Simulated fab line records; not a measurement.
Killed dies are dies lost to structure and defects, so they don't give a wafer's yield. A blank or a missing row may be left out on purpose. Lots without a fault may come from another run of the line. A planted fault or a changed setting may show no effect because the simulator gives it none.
Problem report, 8D (eight disciplines) form, completed by code    flow sky130    the parts of the form that need people (team, actions taken, sign-off) are left out

1. THE PROBLEM
runLengthS at SKY_FIELD_ISO_ETCH_17 reads a mean of 133.8 s on 2 wafers of 1 lot; wafers without a fault read 126.1 s with a standard deviation of 0.4. That puts it +19 standard deviations away from the usual mean.
The step: etches Si in HBr/Cl2/O2, target depth 342 nm, time 97.7 s.
The first sign was on wafer L638.4 at day 5 21:39, on rieSi-02. Wafers with a number at this step in the record: 36, from 12 lots. Rule for "out", or "out of limits": more than 4 standard deviations from the usual mean. Any other wafer with a number is counted as sound.

2. WHAT THIS IS AND IS NOT
question                     is                is not
which readings at this step  runLengthS        drypumpMotorCurrentA, oesProductAu, throttleValvePct
which lots                   L638              L621, L622, L623, L625, L627, L628, L629, L630, L636, L643, L644
which wafers of those lots   L638.4, L638.6    L638.3
read on which tools          rieSi-02          rieSi-01
when                         from day 5 21:39  up to then (28 sound wafers); but 6 sound wafers of L643, L644 came after

3. THE SUSPECTS, EACH WITH WHAT RULES IT OUT
Counting: if a tool at a process step up to the reading ran every lot that is out, it stays a suspect. Sound lots after the first of them don't rule it out here, since some wafers of a struck lot are sound.
- rieSi-02 at SKY_FIELD_ISO_ETCH_17 (etches Si in HBr/Cl2/O2, target depth 342 nm, time 97.7 s): kept. The lot that is out, L638, ran on it at day 5 21:39; the last sound lot it ran before that was L629, at day 3 23:17. Out on those wafers are its own readings of runLengthS.
- Within rieSi-02 at SKY_FIELD_ISO_ETCH_17, the wafers that are out were processed in chamber 3 and their sound lot-mates in chamber 0.
The count leaves rieSi-02 at SKY_FIELD_ISO_ETCH_17.

4. THE CAUSE (what the simulator had put in)
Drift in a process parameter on rieSi-02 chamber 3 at SKY_FIELD_ISO_ETCH_17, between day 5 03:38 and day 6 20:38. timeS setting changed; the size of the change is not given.
This tool alone remained once counting was done.

5. THE CHAIN OF EFFECTS, in route order
Each row: a reading whose mean over the struck wafers that have a number lies more than 3 standard deviations from the usual. Readings are gone through only where the record gives a usual standard deviation; hours: the median, over the lots, of the time from a lot's start at the first step in this table giving one to that lot's start at this step; sigmas: the change measured in usual standard deviations.
hours  step                   reading     usual    on struck wafers  change  sigmas
0      SKY_FIELD_ISO_ETCH_17  runLengthS  126.1 s  133.8             +7.7    +19
The process steps in it:
- SKY_FIELD_ISO_ETCH_17: etches Si in HBr/Cl2/O2, target depth 342 nm, time 97.7 s.
At these later measuring or inspecting steps, every struck wafer for which the step has a row has a number for every such reading, and none has moved that far: SKY_LI_CONTACT_CD_MEAS_12, SKY_CONTACT_THK_MEAS_01.

6. HOW IT WOULD HAVE BEEN CAUGHT EARLIER
18 hours passed between the start of the fault at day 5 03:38 and the first reading out of limits in this record, taken at day 5 21:39.
